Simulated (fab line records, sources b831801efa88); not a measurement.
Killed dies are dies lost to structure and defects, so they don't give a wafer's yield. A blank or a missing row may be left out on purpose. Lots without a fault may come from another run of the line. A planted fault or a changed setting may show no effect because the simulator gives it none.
fab line records | flow sky130
record lots=6 wafers=18 last_day=50
route steps=708 shown RES_XHIGH@339 SD_N@342 SD_P@359 PAD_OPEN@708
lots that met no fault: from a run of the same line without faults
start_h: hours from the record's first day to the start of the lot's first wafer shown | wait_h: hours since the lot's step before | " the same as in the row above | L1.1+2: a row that stands for several wafers | - no value, or no start given | * or withheld: withheld | < > ~ a bound
route shown NAME@n: a module of which the file shows steps, and the number in the route of the first | usual: mean/standard deviation of fault-free wafers | same: alike in all rows | chamber/n: place in a boat | sites: the reading at each site | _std_site: their standard deviation | _edge_site: outer sites' mean less inner sites' | radius_mm: how far each site lies from the wafer's centre | mask NAME#n: copy n | behind: the tool/chamber that last shaped the wafer | hold: why the lot was held/for how many hours/how that ended | device: the transistor (n, p or np) that didn't switch | end of line: the same wafers' tests at the end of the route | a step without rows: its recipe alone | killed: dies lost to structure and defects at the first sort, not the wafer's yield | map: a wafer's dies, x killed, . not, _ none there
set.NAME: the setting as run; set.NAME@STEP: as run at that earlier step | model.NAME: the simulator's own value behind a step, which no gauge read
lots at some steps of the route; a table a step, a row a wafer
services: from which hour (start_h, from the record's first day; less than 0 if before it) a tool's chamber was out of use, for how many hours, and why
## steps
# step SKY_RES_XHIGH_IMPLANT_07
# recipe species=BF2 energy_kev=20 dose_cm2=3.6e+14 tilt_deg=0
# step SKY_RES_XHIGH_STRIP_08
# recipe chemistry=O2/N2 power_w=1400 pressure_mtorr=1500 platen_temp_c=withheld o2_flow_sccm=3000 n2_flow_sccm=300 overash_fraction=0.5
# usual drypump_motor_current_A=5.73/0.27 oes_product_au=0.711/0.0043 strip_time_to_endpoint_s=14.28/0.039
# columns lot.wafer tool chamber start_h wait_h drypump_motor_current_A oes_product_au rf_hours_counter_h strip_time_to_endpoint_s
L125.2 plasma_asher-01 0 656.62 0.1 6.02 0.705 57 14.28
L125.3 " 0 " " 5.98 0.715 - 14.27
L125.5 " 1 " " 5.35 0.715 - 14.27
L129.2 plasma_asher-02 1 684.62 0.1 5.70 0.710 26 14.29
L129.5 " 1 " " 5.68 0.703 - 14.32
L129.6 " 0 " " 5.65 0.708 - 14.34
L135.1 plasma_asher-02 0 714.52 0.1 5.65 0.712 29 14.32
L135.5 " 1 " " 5.68 0.716 - 14.35
L135.6 " 0 " " 5.65 0.705 - 14.28
L136.1 plasma_asher-01 1 722.31 0.1 5.33 0.713 63 14.36
L136.3 " 0 " " 5.98 0.706 - 14.31
L136.6 " 1 " " 5.36 0.719 - 14.31
L142.1 plasma_asher-02 0 770.02 0.1 5.61 0.718 34 14.33
L142.4 " 1 " " 5.68 0.706 - 14.31
L142.5 " 1 " " 5.68 0.717 - 14.31
L145.1 plasma_asher-01 1 781.97 0.1 5.28 0.713 69 14.19
L145.2 " 0 " " 5.98 0.710 69 14.22
L145.4 " 0 " " 5.96 0.709 - 14.22
# step SKY_RES_XHIGH_TW_MEAS_09
# usual RES_XHIGH_TW=1637/11
# columns lot.wafer tool chamber start_h wait_h RES_XHIGH_TW
L125.2 film_metro-04 - 656.73 0.1 1645
L125.3 " - " " 1641
L125.5 " - " " 1650
L129.2 film_metro-03 - 684.73 0.1 1638
L129.5 " - " " 1630
L129.6 " - " " 1624
L135.1 film_metro-04 - 714.62 0.1 1649
L135.5 " - " " 1646
L135.6 " - " " 1648
L136.1 film_metro-01 - 722.41 0.1 1639
L136.3 " - " " 1637
L136.6 " - " " 1638
L142.1 film_metro-03 - 770.12 0.1 1610
L142.4 " - " " 1622
L142.5 " - " " 1609
L145.1 film_metro-04 - 782.07 0.1 1646
L145.2 " - " " 1643
L145.4 " - " " 1638
# step SKY_SD_N_DEHYDRATE_00
# recipe temp_c=200 time_s=60
# step SKY_SD_N_HMDS_01
# recipe prime_time_s=60 prime_temp_c=120
# step SKY_SD_N_COAT_02
# recipe resist=NOVOLAK spin_rpm=3000 resist_thk_nm=1140
# step SKY_SD_N_SOFTBAKE_03
# recipe temp_c=90 time_s=60 resist=NOVOLAK
# step SKY_SD_N_EXPOSE_04
# recipe mask_id=NSDM na=0.6 source_shape=conventional sigma_outer=0.6 polarization=unpolarized target_cd_nm=380 dose_mj=141
# step SKY_SD_N_PEB_05
# recipe temp_c=withheld time_s=* resist=NOVOLAK
# step SKY_SD_N_DEVELOP_06
# recipe resist=NOVOLAK developer=TMAH develop_time_s=60 dev_temp_c=23
# step SKY_SD_N_CD_MEAS_07
# recipe target_cd_nm=380
# usual cd_nm=380.0/2.4
# columns lot.wafer tool chamber start_h wait_h cd_nm
L125.2 cd_sem-02 - 683.88 0.1 378.6
L125.3 " - " " 379.9
L125.5 " - " " 379.0
L129.2 cd_sem-01 - 710.68 0.1 384.1
L129.5 " - " " 384.9
L129.6 " - " " 382.4
L135.1 cd_sem-02 - 741.62 0.1 377.5
L135.5 " - " " 379.8
L135.6 " - " " 382.0
L136.1 cd_sem-02 - 749.50 0.1 377.9
L136.3 " - " " 379.3
L136.6 " - " " 375.6
L142.1 cd_sem-01 - 794.87 0.1 380.7
L142.4 " - " " 379.8
L142.5 " - " " 379.3
L145.1 cd_sem-02 - 808.17 0.1 376.5
L145.2 " - " " 376.7
L145.4 " - " " 377.0
# step SKY_SD_N_OVL_MEAS_08
# usual SD_N_OVL=-1.0/1.4
# columns lot.wafer tool chamber start_h wait_h SD_N_OVL[nm]
L125.2 overlay-01 - 683.99 0.1 -2.1
L125.3 " - " " 0.3
L125.5 " - " " 0.1
L129.2 overlay-02 - 710.79 0.1 -1.9
L129.5 " - " " -0.7
L129.6 " - " " -1.5
L135.1 overlay-02 - 741.74 0.1 -3.0
L135.5 " - " " -3.6
L135.6 " - " " -2.8
L136.1 overlay-02 - 749.62 0.1 -2.1
L136.3 " - " " -2.1
L136.6 " - " " -0.3
L142.1 overlay-01 - 794.99 0.1 -0.4
L142.4 " - " " 0.4
L142.5 " - " " -1.0
L145.1 overlay-01 - 808.29 0.1 -2.6
L145.2 " - " " -3.4
L145.4 " - " " -1.6
# step SKY_SD_N_IMPLANT_09
# recipe species=As energy_kev=50 dose_cm2=4e+15 tilt_deg=0
# usual beam_on_s=19.7/0.93 end_station_pressure_torr=1.24e-05/8e-07 faraday_current_uA=11178/530
# columns lot.wafer tool chamber start_h wait_h beam_on_s end_station_pressure_torr faraday_current_uA
L125.2 implanter-03 0 684.05 0.0 20.3 1.07e-05 10871
L125.3 " 0 " " 20.3 1.32e-05 10844
L125.5 " 0 " " 20.6 1.17e-05 10702
L129.2 implanter-01 0 710.85 0.0 19.4 1.2e-05 11290
L129.5 " 0 " " 19.3 1.19e-05 11319
L129.6 " 0 " " 19.5 1.27e-05 11273
L135.1 implanter-01 0 741.78 0.0 22.5 4.86e-05 9893
L135.5 " 0 " " 22.6 5.32e-05 9885
L135.6 " 0 " " 22.5 4.88e-05 9941
L136.1 implanter-01 0 749.66 0.0 22.1 4.84e-05 10073
L136.3 " 0 " " 23.4 4.78e-05 9496
L136.6 " 0 " " 22.9 5.36e-05 9789
L142.1 implanter-03 0 795.03 0.0 20.7 1.19e-05 10613
L142.4 " 0 " " 20.4 1.12e-05 10782
L142.5 " 0 " " 20.6 1.2e-05 10696
L145.1 implanter-03 0 808.33 0.0 20.8 1.23e-05 10568
L145.2 " 0 " " 20.2 1.14e-05 10904
L145.4 " 0 " " 20.3 1.12e-05 10869
# step SKY_SD_N_IMPLANT_10
# recipe species=P energy_kev=20 dose_cm2=1e+14 tilt_deg=0
# step SKY_SD_N_STRIP_11
# recipe chemistry=O2/N2 power_w=1400 pressure_mtorr=1500 platen_temp_c=withheld o2_flow_sccm=3000 n2_flow_sccm=300 overash_fraction=0.5
# usual drypump_motor_current_A=5.8/0.59 oes_product_au=0.527/0.0043 strip_time_to_endpoint_s=22.56/0.04
# columns lot.wafer tool chamber start_h wait_h drypump_motor_current_A oes_product_au rf_hours_counter_h strip_time_to_endpoint_s
L125.2 plasma_asher-03 0 684.32 0.1 6.2 0.526 97 22.60
L125.3 " 1 " " 5.8 0.526 - 22.57
L125.5 " 0 " " 6.2 0.524 - 22.57
L129.2 plasma_asher-03 0 711.12 0.1 6.1 0.529 100 22.58
L129.5 " 0 " " 6.1 0.527 - 22.56
L129.6 " 1 " " 5.8 0.523 - 22.51
L135.1 plasma_asher-01 0 742.08 0.1 6.0 0.526 65 23.05
L135.5 " 0 " " 6.0 0.521 - 23.01
L135.6 " 1 " " 5.3 0.521 - 23.04
L136.1 plasma_asher-01 0 749.96 0.1 6.0 0.522 66 23.08
L136.3 " 0 " " 6.0 0.524 - 23.08
L136.6 " 0 " " 6.0 0.516 - 23.11
L142.1 plasma_asher-04 1 795.33 0.1 5.0 0.527 92 22.55
L142.4 " 1 " " 5.0 0.533 - 22.56
L142.5 " 1 " " 5.0 0.524 - 22.53
L145.1 plasma_asher-03 1 808.63 0.1 5.8 0.530 6 22.58
L145.2 " 0 " " 6.1 0.527 6 22.57
L145.4 " 0 " " 6.1 0.526 - 22.58
# step SKY_SD_N_TW_MEAS_12
# usual SD_N_TW=3978/29
# columns lot.wafer tool chamber start_h wait_h SD_N_TW
L125.2 film_metro-01 - 684.43 0.1 3964
L125.3 " - " " 3955
L125.5 " - " " 3971
L129.2 film_metro-03 - 711.23 0.1 3945
L129.5 " - " " 3950
L129.6 " - " " 3919
L135.1 film_metro-01 - 742.21 0.1 4000
L135.5 " - " " 3998
L135.6 " - " " 4017
L136.1 film_metro-04 - 750.06 0.1 4037
L136.3 " - " " 4038
L136.6 " - " " 4052
L142.1 film_metro-03 - 795.43 0.1 3985
L142.4 " - " " 3978
L142.5 " - " " 3993
L145.1 film_metro-04 - 808.73 0.1 4015
L145.2 " - " " 4025
L145.4 " - " " 4013
# step SKY_SD_N_CLEAN_13
# recipe chemistry=SC1/SC2 mix=1:4:20 temp_c=70 time_s=150 dry=n2_spin
# step SKY_SD_N_RTA_14
# recipe temp_c=1075 time_s=2 idle_temp_c=650 ramp_up_c_per_s=150 ramp_down_c_per_s=90 ambient=N2
# usual lamp_power_pct=15.73/0.056 wafer_temp_C_max=1078.2/1.4
# columns lot.wafer tool chamber start_h wait_h lamp_power_pct wafer_temp_C_max
L125.2 rtp_anneal-02 0 684.55 0.0 15.74 1076.4
L125.3 " 0 " " 15.70 1077.6
L125.5 " 0 " " 15.64 1079.6
L129.2 rtp_anneal-02 0 711.34 0.0 15.77 1078.1
L129.5 " 0 " " 15.67 1080.4
L129.6 " 0 " " 15.78 1079.6
L135.1 rtp_anneal-02 0 742.32 0.0 15.73 1078.4
L135.5 " 0 " " 15.71 1080.0
L135.6 " 0 " " 15.78 1077.0
L136.1 rtp_anneal-01 0 750.17 0.0 15.70 1077.7
L136.3 " 0 " " 15.75 1077.7
L136.6 " 0 " " 15.87 1079.5
L142.1 rtp_anneal-01 0 795.54 0.0 15.78 1078.2
L142.4 " 0 " " 15.70 1076.6
L142.5 " 0 " " 15.84 1077.1
L145.1 rtp_anneal-01 0 808.84 0.0 15.75 1077.9
L145.2 " 0 " " 15.61 1078.0
L145.4 " 0 " " 15.71 1079.4
# step SKY_SD_N_RS_MEAS_16
# recipe thk_meas_gauge=four-point-probe
# usual SD_N_RS=68.57/0.11
# columns lot.wafer tool chamber start_h wait_h SD_N_RS[ohm/sq]
L125.2 film_metro-01 - 684.73 0.1 68.45
L125.3 " - " " 68.57
L125.5 " - " " 68.63
L129.2 film_metro-04 - 711.52 0.1 68.50
L129.5 " - " " 68.52
L129.6 " - " " 68.47
L135.1 film_metro-01 - 742.50 0.1 67.56
L135.5 " - " " 67.51
L135.6 " - " " 67.64
L136.1 film_metro-01 - 750.34 0.1 67.39
L136.3 " - " " 67.62
L136.6 " - " " 67.67
L142.1 film_metro-04 - 795.71 0.1 68.44
L142.4 " - " " 68.42
L142.5 " - " " 68.36
L145.1 film_metro-04 - 809.02 0.1 68.70
L145.2 " - " " 68.59
L145.4 " - " " 68.48
# step SKY_SD_N_RS_MEAS_17
# recipe thk_meas_gauge=four-point-probe
# usual SD_P_RS=147.2/0.39
# columns lot.wafer tool chamber start_h wait_h SD_P_RS[ohm/sq]
L125.2 film_metro-01 - 684.85 0.1 147.4
L125.3 " - " " 147.8
L125.5 " - " " 147.3
L129.2 film_metro-04 - 711.64 0.1 146.8
L129.5 " - " " 147.3
L129.6 " - " " 147.0
L135.1 film_metro-01 - 742.62 0.1 147.2
L135.5 " - " " 147.4
L135.6 " - " " 147.5
L136.1 film_metro-01 - 750.46 0.1 146.9
L136.3 " - " " 147.1
L136.6 " - " " 147.5
L142.1 film_metro-04 - 795.83 0.1 146.4
L142.4 " - " " 146.4
L142.5 " - " " 146.6
L145.1 film_metro-04 - 809.14 0.1 147.5
L145.2 " - " " 147.2
L145.4 " - " " 146.9
# step SKY_PAD_OPEN_PROBE_99
# usual killed_at_M0_to_M3=42/6.1 killed_at_M4_up=3.3/1.7 killed_at_contacts=25/5.4 killed_at_front_end=16/4.6 killed_at_other=0.4/0.55 killed_dies=87/8.8 killed_on_rim=18/3.6 killed_open=47/7.1 killed_short=40/5.8
# same gross_dies=492 killed_at_back_side=0
# columns lot.wafer tool chamber start_h wait_h killed_at_M0_to_M3 killed_at_M4_up killed_at_contacts killed_at_front_end killed_at_other killed_dies killed_on_rim killed_open killed_short model.etest.res_ndiff_hv.rs_ohm_sq model.etest.res_ndiff.rs_ohm_sq
L125.2 prober-01 - 1091.63 0.1 50 2 17 22 2 93 16 51 41 112.8 120
L125.3 prober-01 - 1091.68 0.2 50 3 18 18 1 90 17 50 39 112.6 119
L125.5 prober-01 - 1091.78 0.2 51 1 23 18 1 94 16 50 44 112.1 118.8
L129.2 prober-02 - 1115.94 0.1 25 1 30 18 0 74 14 41 32 114 121.2
L129.5 prober-02 - 1116.09 0.2 45 5 23 23 1 97 23 56 41 115.1 121.5
L129.6 prober-02 - 1116.14 0.2 45 1 38 16 1 101 22 53 46 114.4 120.9
L135.1 prober-02 - 1138.85 0.2 37 2 21 10 0 70 12 34 36 109.8 116.6
L135.5 prober-02 - 1139.05 0.3 45 6 28 10 0 89 16 53 36 110 116.5
L135.6 prober-02 - 1139.10 0.4 42 3 31 13 0 89 23 40 49 110.7 115.6
L136.1 prober-01 - 1142.29 0.1 38 1 33 18 1 91 12 48 43 109.8 117.6
L136.3 prober-01 - 1142.39 0.2 41 6 30 4 0 81 15 49 32 110.5 116.6
L136.6 prober-01 - 1142.54 0.2 43 3 31 21 0 98 18 56 42 111.3 116.4
L142.1 prober-01 - 1176.05 0.1 33 2 21 17 0 73 8 32 41 112.4 116.8
L142.4 prober-01 - 1176.20 0.2 40 6 28 10 0 84 20 47 35 110.8 117.8
L142.5 prober-01 - 1176.25 0.2 45 4 21 25 0 95 18 42 53 111.6 117.2
L145.1 prober-02 - 1189.95 0.1 42 2 22 13 1 80 21 39 41 111.7 118.4
L145.2 prober-02 - 1190.00 0.1 47 1 29 18 1 96 17 59 36 112.4 118.5
L145.4 prober-02 - 1190.10 0.2 41 2 18 13 0 74 19 39 35 112.6 119
# killed by level:class
L125.2 VIA1:geometric_particle:open=10 FIELD_ISO:geometric_particle:open=8 VIA3:geometric_particle:open=8 VIA2:geometric_particle:open=8 FIELD_ISO:geometric_particle:short=6 LI_CONTACT:geometric_particle:open=6 METAL2:geometric_particle:short=6 METAL1:geometric_particle:short=5
L125.3 VIA1:geometric_particle:open=13 VIA1:geometric_particle:short=8 VIA2:geometric_particle:open=8 VIA3:geometric_particle:open=6 FIELD_ISO:geometric_particle:short=5 LI_CONTACT:geometric_particle:open=5 CONTACT:geometric_particle:short=5 FIELD_ISO:geometric_particle:open=4
L125.5 VIA1:geometric_particle:open=14 CONTACT:geometric_particle:open=8 VIA1:geometric_particle:short=8 LI_CONTACT:geometric_particle:open=7 VIA3:geometric_particle:open=7 METAL1:geometric_particle:short=7 METAL2:geometric_particle:short=6 FIELD_ISO:geometric_particle:short=4
L129.2 CONTACT:geometric_particle:open=12 VIA1:geometric_particle:open=9 LI_CONTACT:geometric_particle:open=6 LI_CONTACT:geometric_particle:short=5 CONTACT:geometric_particle:short=5 VIA2:geometric_particle:open=5 POLY_GATE:geometric_particle:short=4 FIELD_ISO:geometric_particle:short=3
L129.5 VIA1:geometric_particle:open=11 LI_CONTACT:geometric_particle:open=10 CONTACT:geometric_particle:open=9 POLY_GATE:geometric_particle:short=8 VIA2:geometric_particle:open=8 VIA3:geometric_particle:open=7 FIELD_ISO:geometric_particle:open=5 VIA1:geometric_particle:short=5
L129.6 LI_CONTACT:geometric_particle:open=12 VIA1:geometric_particle:open=12 CONTACT:geometric_particle:open=9 VIA2:geometric_particle:open=7 LOCAL_INTERCONNECT:geometric_particle:short=6 METAL2:geometric_particle:short=6 POLY_GATE:geometric_particle:open=5 LI_CONTACT:geometric_particle:short=5
L135.1 METAL2:geometric_particle:short=8 CONTACT:geometric_particle:open=8 VIA1:geometric_particle:open=7 VIA3:geometric_particle:open=6 LI_CONTACT:geometric_particle:open=5 LOCAL_INTERCONNECT:geometric_particle:short=4 METAL3:geometric_particle:short=4 FIELD_ISO:geometric_particle:short=3
L135.5 VIA1:geometric_particle:open=15 VIA1:geometric_particle:short=7 VIA3:geometric_particle:open=7 CONTACT:geometric_particle:open=7 LI_CONTACT:geometric_particle:open=6 LOCAL_INTERCONNECT:geometric_particle:short=6 CONTACT:geometric_particle:short=5 VIA2:geometric_particle:open=5
L135.6 VIA1:geometric_particle:open=13 CONTACT:geometric_particle:open=9 METAL2:geometric_particle:short=9 VIA1:geometric_particle:short=9 LI_CONTACT:geometric_particle:short=7 LI_CONTACT:geometric_particle:open=5 CONTACT:geometric_particle:short=5 POLY_GATE:geometric_particle:open=4
L136.1 CONTACT:geometric_particle:open=12 LI_CONTACT:geometric_particle:open=9 METAL2:geometric_particle:short=9 VIA1:geometric_particle:open=5 VIA1:geometric_particle:short=5 FIELD_ISO:geometric_particle:short=4 POLY_GATE:geometric_particle:open=4 POLY_GATE:geometric_particle:short=4
L136.3 VIA1:geometric_particle:open=11 LI_CONTACT:geometric_particle:open=9 VIA3:geometric_particle:open=7 LOCAL_INTERCONNECT:geometric_particle:short=6 CONTACT:geometric_particle:open=6 METAL1:geometric_particle:short=6 LI_CONTACT:geometric_particle:short=4 METAL2:geometric_particle:short=4
L136.6 LI_CONTACT:geometric_particle:open=12 CONTACT:geometric_particle:open=12 VIA1:geometric_particle:open=11 POLY_GATE:geometric_particle:short=7 POLY_GATE:geometric_particle:open=6 METAL2:geometric_particle:short=5 VIA3:geometric_particle:short=5 METAL1:geometric_particle:short=4
L142.1 VIA1:geometric_particle:open=9 FIELD_ISO:geometric_particle:open=6 CONTACT:geometric_particle:short=6 LI_CONTACT:geometric_particle:open=6 VIA1:geometric_particle:short=6 METAL2:geometric_particle:short=5 FIELD_ISO:geometric_particle:short=4 LI_CONTACT:geometric_particle:short=4
L142.4 CONTACT:geometric_particle:open=9 VIA1:geometric_particle:open=8 VIA2:geometric_particle:open=7 VIA3:geometric_particle:open=7 LI_CONTACT:geometric_particle:short=6 CONTACT:geometric_particle:short=6 VIA2:geometric_particle:short=6 LI_CONTACT:geometric_particle:open=5
L142.5 VIA1:geometric_particle:open=10 POLY_GATE:geometric_particle:short=8 LI_CONTACT:geometric_particle:open=7 METAL1:geometric_particle:short=7 FIELD_ISO:geometric_particle:open=6 METAL2:geometric_particle:short=6 FIELD_ISO:geometric_particle:short=5 VIA1:geometric_particle:short=5
L145.1 CONTACT:geometric_particle:open=9 FIELD_ISO:geometric_particle:open=6 LI_CONTACT:geometric_particle:open=6 METAL1:geometric_particle:short=6 CONTACT:geometric_particle:short=5 METAL2:geometric_particle:short=5 VIA1:geometric_particle:short=5 VIA1:geometric_particle:open=5
L145.2 VIA2:geometric_particle:open=14 CONTACT:geometric_particle:open=10 FIELD_ISO:geometric_particle:open=9 LI_CONTACT:geometric_particle:open=8 VIA1:geometric_particle:open=7 METAL1:geometric_particle:short=7 CONTACT:geometric_particle:short=6 VIA3:geometric_particle:open=6
L145.4 VIA1:geometric_particle:open=9 METAL1:geometric_particle:short=7 CONTACT:geometric_particle:open=7 LOCAL_INTERCONNECT:geometric_particle:short=5 VIA2:geometric_particle:open=5 FIELD_ISO:geometric_particle:open=4 METAL2:geometric_particle:short=4 SPACER:geometric_particle:open=3
## services
# columns tool chamber start_h hours kind
plasma_asher-03 - 636.09 7.9 repair
implanter-01 - 637.17 26.3 repair
plasma_asher-02 - 644.77 6.6 repair
rtp_anneal-02 - 654.48 4.5 pm
plasma_asher-01 - 668.11 0.7 repair
plasma_asher-03 - 676.62 2.8 repair
plasma_asher-01 - 680.71 4.0 repair
implanter-01 - 681.42 13.0 repair
implanter-03 - 693.84 2.0 repair
implanter-03 - 725.22 1.3 repair
plasma_asher-02 - 727.21 2.1 repair
plasma_asher-03 - 733.75 9.0 pm
plasma_asher-03 0 733.75 9.0 vent_cycle
plasma_asher-03 1 733.75 9.0 vent_cycle
plasma_asher-03 0 742.75 - clean
plasma_asher-03 1 742.75 - clean
plasma_asher-03 - 762.16 1.0 repair
implanter-01 - 769.40 7.7 pm
implanter-03 - 775.61 1.7 repair
implanter-03 - 803.71 3.3 repair
## key
first_sign step=SKY_SD_N_IMPLANT_09 reading=end_station_pressure_torr direction=up sigmas=47 usual=1.24e-05 struck=5.01e-05
effect step=SKY_SD_N_IMPLANT_09 reading=beam_on_s direction=up sigmas=3.2 usual=19.7 struck=22.7
effect step=SKY_SD_N_STRIP_11 reading=strip_time_to_endpoint_s direction=up sigmas=12 usual=* struck=*
effect step=SKY_SD_N_RS_MEAS_16 reading=SD_N_RS direction=down sigmas=8.8 usual=68.57 struck=67.57
model_effect step=SKY_PAD_OPEN_PROBE_99 value=etest.res_ndiff_hv.rs_ohm_sq without=113.9 struck=110.4
met_at SKY_SD_N_IMPLANT_09
struck_wafers L135.1,L135.5,L135.6,L136.1,L136.3,L136.6
tester_left_out L135,L136
onset_between 710.85 741.78
fault kind=process_parameter_drift tool=implanter-01 chamber=- onset_h=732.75 steps=SKY_SD_N_IMPLANT_09 channel=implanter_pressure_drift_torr offset=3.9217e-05 shape=step end_h=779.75
fault kind=process_parameter_drift tool=implanter-01 chamber=- onset_h=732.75 steps=SKY_SD_N_IMPLANT_09 channel=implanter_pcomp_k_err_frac offset=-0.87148 shape=step end_h=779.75
# tester_left_out: of these lots the tester's yield and bins aren't shown, on N5 and GAA mostly nor the transistor test; their killed dies are dies lost to structure and defects alone, not to doping, threshold or leakage, so they don't give the yield
